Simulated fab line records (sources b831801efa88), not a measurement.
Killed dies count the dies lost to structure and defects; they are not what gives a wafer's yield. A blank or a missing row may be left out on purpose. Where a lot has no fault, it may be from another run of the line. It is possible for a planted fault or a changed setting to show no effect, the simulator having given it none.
Which tool is to blame? / flow gf180mcu / 43 wafers from 15 lots sampled at 5 of the route's 602 steps

== WHAT EACH GAUGE READ, for each wafer ==
GF_V4_RS_MEAS_24: the measuring method here is four-point-probe.
lot=L754; measured=day 25 06:43; on=film_metro-03; V4_W_RS (ohm/sq)=0.325 0.330 0.325
lot=L755; measured=day 26 02:02; on=film_metro-01; V4_W_RS (ohm/sq)=0.329 0.327 0.330
lot=L756; measured=day 26 05:17; on=film_metro-01; V4_W_RS (ohm/sq)=0.330 0.327 0.329
lot=L757; measured=day 26 21:30; on=film_metro-03; V4_W_RS (ohm/sq)=0.319 0.322
lot=L760; measured=day 27 09:52; on=film_metro-03; V4_W_RS (ohm/sq)=0.322 0.325 0.325
lot=L762; measured=day 28 00:31; on=film_metro-03; V4_W_RS (ohm/sq)=0.334 0.328
lot=L766; measured=day 29 04:39; on=film_metro-02; V4_W_RS (ohm/sq)=0.325 0.326 0.328
lot=L767; measured=day 29 12:28; on=film_metro-02; V4_W_RS (ohm/sq)=0.331 0.328 0.329
lot=L768; measured=day 29 21:08; on=film_metro-02; V4_W_RS (ohm/sq)=0.324 0.319 0.326
lot=L769; measured=day 30 01:59; on=film_metro-02; V4_W_RS (ohm/sq)=0.328 0.331 0.334
lot=L770; measured=day 30 07:37; on=film_metro-02; V4_W_RS (ohm/sq)=0.331 0.330 0.330
lot=L772; measured=day 30 17:56; on=film_metro-02; V4_W_RS (ohm/sq)=0.332 0.333 0.330
lot=L773; measured=day 30 23:37; on=film_metro-01; V4_W_RS (ohm/sq)=0.330 0.331 0.330
lot=L774; measured=day 31 11:44; on=film_metro-01; V4_W_RS (ohm/sq)=0.324 0.327 0.324
lot=L776; measured=day 31 18:29; on=film_metro-01; V4_W_RS (ohm/sq)=0.323 0.325 0.330

GF_V5_THK_MEAS_03.
lot=L754; measured=day 27 03:49; on=film_metro-03; V5_CVD_02_THK (nm)=1456 1444 1448
lot=L755; measured=day 27 21:33; on=film_metro-04; V5_CVD_02_THK (nm)=1463 1452 1470
lot=L756; measured=day 28 01:02; on=film_metro-04; V5_CVD_02_THK (nm)=1453 1479 1492
lot=L757; measured=day 28 16:16; on=film_metro-01; V5_CVD_02_THK (nm)=1472 1469
lot=L760; measured=day 29 03:34; on=film_metro-04; V5_CVD_02_THK (nm)=1442 1417 1451
lot=L762; measured=day 29 17:33; on=film_metro-03; V5_CVD_02_THK (nm)=1453 1489
lot=L766; measured=day 30 19:55; on=film_metro-04; V5_CVD_02_THK (nm)=1431 1429 1459
lot=L767; measured=day 31 04:08; on=film_metro-01; V5_CVD_02_THK (nm)=1438 1431 1453
lot=L768; measured=day 31 12:23; on=film_metro-03; V5_CVD_02_THK (nm)=1450 1457 1473
lot=L769; measured=day 31 17:14; on=film_metro-04; V5_CVD_02_THK (nm)=1455 1479 1453
lot=L770; measured=day 31 21:44; on=film_metro-04; V5_CVD_02_THK (nm)=1447 1433 1482
lot=L772; measured=day 32 08:44; on=film_metro-03; V5_CVD_02_THK (nm)=1444 1454 1456
lot=L773; measured=day 32 13:10; on=film_metro-03; V5_CVD_02_THK (nm)=1420 1427 1458
lot=L774; measured=day 33 00:40; on=film_metro-03; V5_CVD_02_THK (nm)=1424 1458 1435
lot=L776; measured=day 33 07:26; on=film_metro-01; V5_CVD_02_THK (nm)=1435 1427 1460

GF_PASSIVATION_THK_MEAS_01.
lot=L754; measured=day 28 23:53; on=film_metro-03; PASSIVATION_CVD_00_THK (nm)=996 987 991
lot=L755; measured=day 29 15:36; on=film_metro-01; PASSIVATION_CVD_00_THK (nm)=1006 1005 1006
lot=L756; measured=day 29 19:21; on=film_metro-02; PASSIVATION_CVD_00_THK (nm)=1013 1015 1013
lot=L757; measured=day 30 09:37; on=film_metro-01; PASSIVATION_CVD_00_THK (nm)=1321 997 1321 998
lot=L760; measured=day 30 20:37; on=film_metro-02; PASSIVATION_CVD_00_THK (nm)=1301 994 1009 1301 993 1009
lot=L762; measured=day 31 09:29; on=film_metro-01; PASSIVATION_CVD_00_THK (nm)=997 1331 997 1331
lot=L766; measured=day 32 10:26; on=film_metro-01; PASSIVATION_CVD_00_THK (nm)=999 996 1011
lot=L767; measured=day 32 18:08; on=film_metro-01; PASSIVATION_CVD_00_THK (nm)=994 988 1008
lot=L768; measured=day 33 01:30; on=film_metro-02; PASSIVATION_CVD_00_THK (nm)=998 1006 1017
lot=L769; measured=day 33 05:58; on=film_metro-01; PASSIVATION_CVD_00_THK (nm)=985 997 1007
lot=L770; measured=day 33 11:32; on=film_metro-01; PASSIVATION_CVD_00_THK (nm)=987 975 1015
lot=L772; measured=day 33 20:42; on=film_metro-01; PASSIVATION_CVD_00_THK (nm)=999 991 1012
lot=L773; measured=day 34 01:11; on=film_metro-02; PASSIVATION_CVD_00_THK (nm)=999 1003 1008
lot=L774; measured=day 34 11:47; on=film_metro-03; PASSIVATION_CVD_00_THK (nm)=994 999 1017
lot=L776; measured=day 34 16:53; on=film_metro-01; PASSIVATION_CVD_00_THK (nm)=996 985 1002

== TOOL THAT RAN EACH LOT (tool first, then ch and the chambers of the sampled wafers, then the start) ==
lot=L754; GF_M4_SPUTTER_00=pvd_sputter-02, day 23 07:39; GF_PASSIVATION_CVD_00=pecvd-02 ch 0,1,2, day 28 23:49
lot=L755; GF_M4_SPUTTER_00=pvd_sputter-01, day 24 04:11; GF_PASSIVATION_CVD_00=pecvd-02 ch 0,1,2, day 29 15:32
lot=L756; GF_M4_SPUTTER_00=pvd_sputter-02, day 24 07:21; GF_PASSIVATION_CVD_00=pecvd-03 ch 0,1,2, day 29 19:16
lot=L757; GF_M4_SPUTTER_00=pvd_sputter-02, day 25 01:01; GF_PASSIVATION_CVD_00=pecvd-02 ch 1,2, day 30 09:32
lot=L760; GF_M4_SPUTTER_00=pvd_sputter-03, day 25 13:27; GF_PASSIVATION_CVD_00=pecvd-02 ch 0,1,2, day 30 20:31
lot=L762; GF_M4_SPUTTER_00=pvd_sputter-02, day 26 04:51; GF_PASSIVATION_CVD_00=pecvd-02 ch 1, day 31 09:25
lot=L766; GF_M4_SPUTTER_00=pvd_sputter-01, day 27 09:35; GF_PASSIVATION_CVD_00=pecvd-04 ch 0,1, day 32 10:20
lot=L767; GF_M4_SPUTTER_00=pvd_sputter-01, day 27 18:38; GF_PASSIVATION_CVD_00=pecvd-03 ch 0,1,2, day 32 18:04
lot=L768; GF_M4_SPUTTER_00=pvd_sputter-01, day 28 04:18; GF_PASSIVATION_CVD_00=pecvd-03 ch 0,1, day 33 01:25
lot=L769; GF_M4_SPUTTER_00=pvd_sputter-02, day 28 08:39; GF_PASSIVATION_CVD_00=pecvd-03 ch 0,1,2, day 33 05:52
lot=L770; GF_M4_SPUTTER_00=pvd_sputter-01, day 28 14:23; GF_PASSIVATION_CVD_00=pecvd-03 ch 0,1,2, day 33 11:25
lot=L772; GF_M4_SPUTTER_00=pvd_sputter-01, day 29 00:55; GF_PASSIVATION_CVD_00=pecvd-03 ch 0,1,2, day 33 20:35
lot=L773; GF_M4_SPUTTER_00=pvd_sputter-01, day 29 07:02; GF_PASSIVATION_CVD_00=pecvd-03 ch 0,1, day 34 01:07
lot=L774; GF_M4_SPUTTER_00=pvd_sputter-03, day 29 19:33; GF_PASSIVATION_CVD_00=pecvd-04 ch 0,1, day 34 11:41
lot=L776; GF_M4_SPUTTER_00=pvd_sputter-02, day 30 03:35; GF_PASSIVATION_CVD_00=pecvd-02 ch 0,1, day 34 16:49
- GF_M4_SPUTTER_00: material Ti, target thk 37.5 nm, time 150 s.
- GF_PASSIVATION_CVD_00: deposits SiO2 from TEOS, target thk 1000 nm, time 111.95 s.

== AS READ BY THE TOOLS THEMSELVES (means over the sampled wafers that have a number; for cases with no such wafer, the mark the record gives instead) ==
GF_M4_SPUTTER_00.
lot=L754; tool=pvd_sputter-02; throttle_valve_pct (%)=30.2
lot=L755; tool=pvd_sputter-01; throttle_valve_pct (%)=30.5
lot=L756; tool=pvd_sputter-02; throttle_valve_pct (%)=28.8
lot=L757; tool=pvd_sputter-02; throttle_valve_pct (%)=30.5
lot=L760; tool=pvd_sputter-03; throttle_valve_pct (%)=31.0
lot=L762; tool=pvd_sputter-02; throttle_valve_pct (%)=30.1
lot=L766; tool=pvd_sputter-01; throttle_valve_pct (%)=30.5
lot=L767; tool=pvd_sputter-01; throttle_valve_pct (%)=30.5
lot=L768; tool=pvd_sputter-01; throttle_valve_pct (%)=30.4
lot=L769; tool=pvd_sputter-02; throttle_valve_pct (%)=30.0
lot=L770; tool=pvd_sputter-01; throttle_valve_pct (%)=30.2
lot=L772; tool=pvd_sputter-01; throttle_valve_pct (%)=31.0
lot=L773; tool=pvd_sputter-01; throttle_valve_pct (%)=30.3
lot=L774; tool=pvd_sputter-03; throttle_valve_pct (%)=31.1
lot=L776; tool=pvd_sputter-02; throttle_valve_pct (%)=30.3

GF_PASSIVATION_CVD_00.
lot=L754; tool=pecvd-02; heater_power_w (W)=764; susceptor_temp_C (C)=400.00
lot=L755; tool=pecvd-02; heater_power_w (W)=766; susceptor_temp_C (C)=399.98
lot=L756; tool=pecvd-03; heater_power_w (W)=676; susceptor_temp_C (C)=400.13
lot=L757; tool=pecvd-02; heater_power_w (W)=707; susceptor_temp_C (C)=399.75
lot=L760; tool=pecvd-02; heater_power_w (W)=750; susceptor_temp_C (C)=399.94
lot=L762; tool=pecvd-02; heater_power_w (W)=724; susceptor_temp_C (C)=400.04
lot=L766; tool=pecvd-04; heater_power_w (W)=621; susceptor_temp_C (C)=400.18
lot=L767; tool=pecvd-03; heater_power_w (W)=711; susceptor_temp_C (C)=400.09
lot=L768; tool=pecvd-03; heater_power_w (W)=722; susceptor_temp_C (C)=399.80
lot=L769; tool=pecvd-03; heater_power_w (W)=722; susceptor_temp_C (C)=399.72
lot=L770; tool=pecvd-03; heater_power_w (W)=741; susceptor_temp_C (C)=400.04
lot=L772; tool=pecvd-03; heater_power_w (W)=695; susceptor_temp_C (C)=400.00
lot=L773; tool=pecvd-03; heater_power_w (W)=738; susceptor_temp_C (C)=400.19
lot=L774; tool=pecvd-04; heater_power_w (W)=672; susceptor_temp_C (C)=399.93
lot=L776; tool=pecvd-02; heater_power_w (W)=696; susceptor_temp_C (C)=399.92

== THE ANSWER, worked out from the rows above alone ==
Rule: the lots themselves supply what counts as usual. Put in order of their means at a reading, lots are off if they are a third of the lots or fewer, leave a main group of 4 or more, and stand apart from it by a gap of 3 or more times the standard deviation of the main group's means; of several such gaps the widest counts. A main group is skipped when, at the precision printed for the reading in the tables above, its means are all equal. A lot without any number at a reading at which 4 lots or more have one is off too. Any other lot the step has rows for is counted as sound. Order of review: gauges by route order, followed by the tools' own readings, for which a lot's mean as printed above is used. At the first step where some lot is off, the reading lying furthest off is the one used; lots without a number count as furthest.
Off: L757, L760, L762, seen at GF_PASSIVATION_THK_MEAS_01 (PASSIVATION_CVD_00_THK). The main group: mean 1001 nm, standard deviation 6.3.
If a tool, at a process step before that reading, ran all the lots that are off and no sound lot after the first of them, it fits. Those tools and the gauges at GF_PASSIVATION_THK_MEAS_01 are tried in the same way. Not one of the candidates tried fits.

== WHAT THE SIMULATOR HAD PUT IN ==
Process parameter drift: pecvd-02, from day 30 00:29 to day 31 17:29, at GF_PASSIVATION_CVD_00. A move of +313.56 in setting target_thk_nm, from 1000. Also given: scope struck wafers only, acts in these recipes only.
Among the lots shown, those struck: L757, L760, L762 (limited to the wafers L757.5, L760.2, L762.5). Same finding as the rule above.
